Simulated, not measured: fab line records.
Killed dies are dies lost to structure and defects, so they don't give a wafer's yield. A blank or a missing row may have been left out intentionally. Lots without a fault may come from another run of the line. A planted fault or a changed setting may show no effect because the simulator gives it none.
fab line records	flow sky130
record lots=12	wafers=34	lastDay=51
route steps=708 shown FIELD_ISO@5 PWDE@54 PAD_OPEN@708
lots untouched by any fault: they come from a run of this same line in which no faults occurred
startH: start of the lot's first displayed wafer, in hours after the record's first day	waitH: hours since the lot's step before	" the same as in the row above	L1.1+2: several wafers, shown together as one row	- either no value or no given start	* or withheld: withheld	< > ~ a bound
route shown NAME@n: names a module that has steps shown in the file, with the first one's number in the route	usual: mean/standard deviation of fault-free wafers	same: alike in all rows	chamber/n: place in a boat	sites: each site's reading	_std_site: standard deviation of those values	_edge_site: outer sites' mean less inner sites'	radiusMm: how far each site lies from the wafer's centre	mask NAME#n: copy n	behind: the last tool/chamber to shape the wafer	hold: why the lot went on hold/how many hours it stayed there/how the hold came to an end	device: which transistor (n, p or np) failed to switch	end of line: at the end of the route, the tests of the same wafers	for a step that has no rows: nothing shown but its recipe	killed: the dies lost at the first sort to structure and to defects; this is not the yield of the wafer	map: a wafer's dies, x killed, . not, _ none there
set.NAME: the setting as run; set.NAME@STEP: as run at that earlier step	model.NAME: the simulator's own value behind a step, which no gauge read
a sample of lots followed through the steps of the route, with each step as a table and each wafer as a row
services: a tool's chamber out of use, with start hour (startH, from the record's first day; less than 0 if before it), hours out, and reason
## steps
# step SKY_FIELD_ISO_THK_MEAS_04
# recipe reads=Si3N4_of_FIELD_ISO_CVD_03
# usual FIELD_ISO_CVD_03_THK=164.3/1.4
lot.wafer	tool	chamber	startH	waitH	FIELD_ISO_CVD_03_THK[nm]
L248.1	filmMetro-02	-	13.48	0.0	165.5
L248.4	"	-	"	"	165.3
L248.5	"	-	"	"	164.9
L249.2	filmMetro-01	-	18.49	0.0	164.4
L249.3	"	-	"	"	165.2
L249.4	"	-	"	"	166.5
L250.4	filmMetro-03	-	23.51	0.0	166.0
L250.5	"	-	"	"	165.1
L250.6	"	-	"	"	166.0
L251.3	filmMetro-01	-	28.50	0.0	164.9
L251.4	"	-	"	"	166.3
L251.6	"	-	"	"	163.6
L252.4	filmMetro-02	-	34.77	0.0	165.3
L252.5	"	-	"	"	165.4
L252.6	"	-	"	"	165.5
L253.1	filmMetro-01	-	38.48	0.0	163.0
L253.3	"	-	"	"	165.1
L253.4	"	-	"	"	163.9
L257.1	filmMetro-02	-	58.89	0.0	162.7
L257.5	"	-	"	"	164.2
L257.6	"	-	"	"	166.2
L260.3	filmMetro-01	-	73.50	0.0	162.4
L262.1	filmMetro-01	-	83.48	0.0	165.1
L262.2	"	-	"	"	165.3
L262.5	"	-	"	"	165.4
L264.1	filmMetro-01	-	93.48	0.0	164.9
L264.2	"	-	"	"	166.1
L264.6	"	-	"	"	164.5
L266.2	filmMetro-01	-	106.15	0.0	162.1
L266.4	"	-	"	"	163.2
L266.5	"	-	"	"	164.4
L268.1	filmMetro-02	-	113.48	0.0	163.5
L268.4	"	-	"	"	163.8
L268.5	"	-	"	"	164.4
# step SKY_FIELD_ISO_CD_MEAS_13
# recipe targetCdNm=150
# usual cdNm=149.4/1.3
lot.wafer	tool	chamber	startH	waitH	cdNm
L248.1	cdSem-01	-	27.84	-	149.9
L248.4	"	-	"	"	148.8
L248.5	"	-	"	"	149.3
L249.2	cdSem-02	-	32.91	-	150.4
L249.3	"	-	"	"	149.4
L249.4	"	-	"	"	149.1
L250.4	cdSem-02	-	38.45	-	148.5
L250.5	"	-	"	"	149.3
L250.6	"	-	"	"	149.1
L251.3	cdSem-01	-	43.63	-	149.2
L251.4	"	-	"	"	148.5
L251.6	"	-	"	"	149.2
L252.4	cdSem-01	-	49.75	-	149.7
L252.5	"	-	"	"	148.8
L252.6	"	-	"	"	148.8
L253.1	cdSem-01	-	53.94	-	151.1
L253.3	"	-	"	"	149.7
L253.4	"	-	"	"	150.0
L257.1	cdSem-02	-	75.69	-	149.5
L257.5	"	-	"	"	149.4
L257.6	"	-	"	"	148.3
L260.3	cdSem-02	-	91.43	-	148.2
L262.1	cdSem-02	-	100.44	-	148.7
L262.2	"	-	"	"	146.6
L262.5	"	-	"	"	147.7
L264.1	cdSem-02	-	111.14	-	151.4
L264.2	"	-	"	"	151.1
L264.6	"	-	"	"	150.9
L266.2	cdSem-01	-	124.76	-	149.4
L266.4	"	-	"	"	150.7
L266.5	"	-	"	"	150.1
L268.1	cdSem-01	-	131.79	-	149.8
L268.4	"	-	"	"	150.3
L268.5	"	-	"	"	150.1
# step SKY_FIELD_ISO_CVD_24
# recipe material=SiO2	targetThkNm=595	tempC=650	sigmaOpenFrac=0.3	timeS=99.2	sih4FlowSccm=60	pressureMtorr=6
lot.wafer	tool	chamber	startH	waitH
L248.1+4+5	hdpcvd-01	2,2,1	29.75	0.1
L249.2+3+4	hdpcvd-02	1,0,1	35.08	0.0
L250.4+5+6	hdpcvd-01	0,2,1	40.53	0.1
L251.3+4+6	hdpcvd-02	1,1,0	45.50	0.0
L252.4+5+6	hdpcvd-01	2,0,1	51.63	0.1
L253.1+3+4	hdpcvd-01	1,2,2	55.84	0.1
L257.1+5+6	hdpcvd-01	1,2,1	77.59	0.1
L260.3	hdpcvd-02	1	93.29	0.0
L262.1+2+5	hdpcvd-02	2,0,2	104.47	0.1
L264.1+2+6	hdpcvd-01	2,0,1	113.84	0.1
L266.2+4+5	hdpcvd-01	2,0,2	129.24	0.0
L268.1+4+5	hdpcvd-01	1,0,1	133.69	0.1
# step SKY_FIELD_ISO_THK_MEAS_25
# recipe reads=SiO2_of_FIELD_ISO_CVD_24
# usual FIELD_ISO_CVD_24_THK=597/6.5
lot.wafer	tool	chamber	startH	waitH	hold	FIELD_ISO_CVD_24_THK[nm]
L248.1	filmMetro-03	-	29.82	0.0	-	599
L248.4	"	-	"	"	-	589
L248.5	"	-	"	"	-	608
L249.2	filmMetro-02	-	35.17	0.0	-	591
L249.3	"	-	"	"	-	592
L249.4	"	-	"	"	-	597
L250.4	filmMetro-03	-	40.60	0.0	-	587
L250.5	"	-	"	"	-	592
L250.6	"	-	"	"	-	603
L251.3	filmMetro-01	-	45.59	0.1	-	596
L251.4	"	-	"	"	-	596
L251.6	"	-	"	"	-	599
L252.4	filmMetro-03	-	51.70	0.0	-	590
L252.5	"	-	"	"	-	587
L252.6	"	-	"	"	-	599
L253.1	filmMetro-02	-	55.91	0.0	-	603
L253.3	"	-	"	"	-	596
L253.4	"	-	"	"	-	593
L257.1	filmMetro-01	-	77.66	0.0	-	596
L257.5	"	-	"	"	-	589
L257.6	"	-	"	"	-	601
L260.3	filmMetro-03	-	93.39	0.1	awaitDispo/0.2h/release	846
L260.3	filmMetro-03	-	93.61	0.2	-	845
L262.1	filmMetro-01	-	104.55	0.0	awaitDispo/0.2h/release	587
L262.2	"	-	"	"	awaitDispo/0.2h/release	597
L262.5	"	-	"	"	awaitDispo/0.2h/release	835
L262.1	filmMetro-01	-	104.77	0.2	-	587
L262.2	"	-	"	"	-	596
L262.5	"	-	"	"	-	834
L264.1	filmMetro-01	-	113.91	0.0	-	600
L264.2	"	-	"	"	-	598
L264.6	"	-	"	"	-	601
L266.2	filmMetro-01	-	129.32	0.0	-	597
L266.4	"	-	"	"	-	599
L266.5	"	-	"	"	-	600
L268.1	filmMetro-02	-	133.76	0.0	-	608
L268.4	"	-	"	"	-	597
L268.5	"	-	"	"	-	602
# step SKY_FIELD_ISO_CMP_27
# recipe stopOn=Si3N4	tOverpolishS=16	downForcePsi=4	platenRpm=60	targetThkNm=457.8	padVelocityMS=0.94248
# usual motorCurrentA=11.6/1.2	timeToEndpointS=110/3.7
lot.wafer	tool	chamber	startH	waitH	motorCurrentA	timeToEndpointS
L248.1	cmp-02	1	31.38	0.0	12.3	112
L248.4	"	0	"	"	11.1	116
L248.5	"	2	"	"	10.9	113
L249.4	cmp-01	2	36.72	0.0	11.1	106
L249.2	"	3	"	"	13.9	102
L249.3	"	1	"	"	12.8	105
L250.4	cmp-02	2	42.28	0.1	11.0	110
L250.6	"	3	"	"	10.7	111
L250.5	"	0	"	"	10.9	115
L251.3	cmp-01	3	47.18	0.1	13.1	108
L251.4	"	0	"	"	11.2	111
L251.6	"	3	"	"	13.7	104
L252.4	cmp-01	2	53.33	0.1	10.2	106
L252.5	"	0	"	"	10.3	105
L252.6	"	1	"	"	12.6	108
L253.1	cmp-01	2	57.52	0.1	10.4	111
L253.4	"	3	"	"	14.1	107
L253.3	"	0	"	"	10.8	114
L257.1	cmp-01	3	79.32	0.1	13.6	108
L257.6	"	1	"	"	11.8	113
L257.5	"	2	"	"	10.3	106
L260.3	cmp-01	3	97.87	0.1	12.9	152
L262.2	cmp-01	3	116.43	0.0	14.0	100
L262.1	"	0	"	"	10.4	107
L262.5	"	0	"	"	10.8	157
L264.2	cmp-01	1	117.88	0.1	13.2	107
L264.1	"	2	"	"	10.5	107
L264.6	"	0	"	"	10.9	110
L266.4	cmp-02	1	132.21	0.0	12.3	111
L266.2	"	2	"	"	10.8	115
L266.5	"	1	"	"	11.8	108
L268.1	cmp-01	0	136.29	0.0	10.1	116
L268.4	"	3	"	"	14.1	105
L268.5	"	1	"	"	13.1	112
# step SKY_PWDE_STRIP_09
# recipe chemistry=O2/N2	powerW=1400	pressureMtorr=1500	platenTempC=withheld	o2FlowSccm=3000	n2FlowSccm=300	overashFraction=0.5
# usual drypumpMotorCurrentA=5.9/0.47	oesProductAu=0.723/0.0046	stripTimeToEndpointS=36.93/0.099
lot.wafer	tool	chamber	startH	waitH	drypumpMotorCurrentA	oesProductAu	rfHoursCounterH	stripTimeToEndpointS
L248.1	plasmaAsher-01	0	65.33	0.1	5.8	0.718	22	36.93
L248.4	"	1	"	"	6.0	0.724	-	36.89
L248.5	"	1	"	"	6.0	0.716	-	36.91
L249.2	plasmaAsher-01	1	71.48	0.1	6.1	0.719	23	36.82
L249.3	"	0	"	"	5.8	0.724	-	36.88
L249.4	"	1	"	"	6.1	0.722	-	36.93
L250.4	plasmaAsher-04	0	77.76	0.1	6.0	0.726	-	36.86
L250.5	"	1	"	"	5.7	0.721	-	36.99
L250.6	"	0	"	"	6.1	0.733	-	36.98
L251.3	plasmaAsher-01	1	83.57	0.1	6.0	0.726	-	36.77
L251.4	"	0	"	"	5.8	0.726	-	36.71
L251.6	"	1	"	"	6.0	0.724	-	36.74
L252.4	plasmaAsher-04	0	89.02	0.1	6.0	0.724	-	36.79
L252.5	"	1	"	"	5.7	0.726	-	36.76
L252.6	"	0	"	"	6.0	0.721	-	36.76
L253.1	plasmaAsher-01	1	93.78	0.1	6.0	0.723	25	36.90
L253.3	"	0	"	"	5.8	0.715	-	36.96
L253.4	"	1	"	"	6.1	0.719	-	36.89
L257.1	plasmaAsher-03	1	117.43	0.1	6.7	0.724	40	37.07
L257.5	"	0	"	"	4.9	0.719	-	37.04
L257.6	"	1	"	"	6.6	0.716	-	37.15
L260.3	plasmaAsher-04	0	134.67	0.1	6.1	0.725	-	36.84
L262.1	plasmaAsher-04	0	147.19	0.1	6.1	0.722	3	37.00
L262.2	"	1	"	"	5.8	0.724	3	37.08
L262.5	"	0	"	"	6.1	0.717	-	37.06
L264.1	plasmaAsher-01	0	159.13	0.1	5.8	0.719	31	36.92
L264.2	"	1	"	"	6.1	0.724	31	36.88
L264.6	"	0	"	"	5.8	0.727	-	36.84
L266.2	plasmaAsher-03	0	174.49	0.1	5.0	0.721	46	36.92
L266.4	"	0	"	"	5.0	0.722	-	36.88
L266.5	"	1	"	"	6.7	0.719	-	36.90
L268.1	plasmaAsher-04	0	182.94	0.1	6.1	0.718	6	36.87
L268.4	"	1	"	"	5.7	0.728	-	36.87
L268.5	"	0	"	"	6.0	0.719	-	36.80
# step SKY_PAD_OPEN_PROBE_99
# usual killed_at_M0_to_M3=44/7.1	killed_at_M4_up=3.3/1.9	killedAtContacts=24/5.3	killedAtFrontEnd=15/4.5	killedAtOther=0.3/0.55	killedDies=86/9.5	killedOpen=46/7.3	killedShort=39/6.4
# same grossDies=492	killedAtBackSide=0
lot.wafer	tool	chamber	startH	waitH	killed_at_M0_to_M3	killed_at_M4_up	killedAtContacts	killedAtFrontEnd	killedAtOther	killedDies	killedOpen	killedShort
L262.1	prober-02	-	1199.76	0.1	50	4	30	12	0	96	42	54
L262.2	prober-02	-	1199.81	0.1	42	6	22	10	0	80	30	48
L262.5	prober-02	-	1199.96	0.2	49	4	22	15	0	90	49	39
# killed by level:class
L262.1 CONTACT:geometricParticle:short=11 VIA1:geometricParticle:open=9 METAL2:geometricParticle:short=9 CONTACT:geometricParticle:open=8 METAL1:geometricParticle:short=8 VIA1:geometricParticle:short=8 VIA2:geometricParticle:open=6 LI_CONTACT:geometricParticle:open=5
L262.2 VIA1:geometricParticle:open=8 LI_CONTACT:geometricParticle:open=7 METAL1:geometricParticle:short=7 CONTACT:geometricParticle:short=6 VIA1:geometricParticle:short=6 VIA2:geometricParticle:open=6 METAL2:geometricParticle:short=5 METAL4:geometricParticle:short=5
L262.5 VIA1:geometricParticle:open=12 CONTACT:geometricParticle:open=10 METAL3:geometricParticle:short=7 VIA3:geometricParticle:open=7 VIA2:geometricParticle:open=6 METAL1:geometricParticle:short=6 CONTACT:geometricParticle:short=5 METAL2:geometricParticle:short=5
## services
tool	chamber	startH	hours	kind
plasmaAsher-03	-	5.93	4.3	repair
plasmaAsher-01	-	9.32	2.8	pm
cmp-02	-	22.53	0.9	repair
plasmaAsher-04	-	25.95	0.3	repair
cmp-01	-	37.02	5.2	pm
cmp-02	-	45.53	1.3	repair
cmp-02	-	46.82	7.5	pm
hdpcvd-02	-	53.35	2.8	pm
cmp-02	-	54.83	1.8	repair
cmp-02	-	58.34	1.0	repair
cmp-01	-	64.00	4.0	pm
hdpcvd-02	-	66.75	15.0	pm
cmp-02	-	80.41	3.3	repair
cmp-01	-	85.35	0.5	repair
plasmaAsher-01	-	103.64	1.5	repair
cmp-02	-	104.64	10.7	pm
plasmaAsher-04	-	108.83	9.0	pm
hdpcvd-01	-	120.59	0.6	repair
cmp-01	-	129.18	6.3	pm
cmp-02	-	136.71	6.6	repair
cmp-01	-	138.01	2.2	repair
hdpcvd-01	-	140.24	5.5	pm
plasmaAsher-04	-	176.03	4.8	repair
cmp-01	-	182.07	0.3	repair
## key
firstSign step=SKY_FIELD_ISO_THK_MEAS_25	reading=visit	direction=added
effect step=SKY_FIELD_ISO_THK_MEAS_25	reading=FIELD_ISO_CVD_24_THK	direction=up	sigmas=37	usual=597	struck=841
effect step=SKY_FIELD_ISO_CMP_27	reading=timeToEndpointS	direction=up	sigmas=12	usual=*	struck=*
metAt SKY_FIELD_ISO_CVD_24
struckLots L260,L262
struckWafers L260.3,L262.5
testerLeftOut L260,L262
notActingAt SKY_FIELD_ISO_THK_MEAS_04,SKY_FIELD_ISO_CD_MEAS_13,SKY_PWDE_STRIP_09
onsetBetween 45.50 93.29
fault kind=processParameterDrift	tool=hdpcvd-02	chamber=-	onsetH=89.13	steps=SKY_FIELD_ISO_CVD_24	channel=targetThkNm	offset=246.26	shape=step	endH=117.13	scope=struckWafersOnly	actsIn=theseRecipesOnly	stated=595
# testerLeftOut: of these lots the tester's yield and bins aren't shown, on N5 and GAA mostly nor the transistor test; their killed dies are dies lost to structure and defects alone, not to doping, threshold or leakage, so they don't give the yield
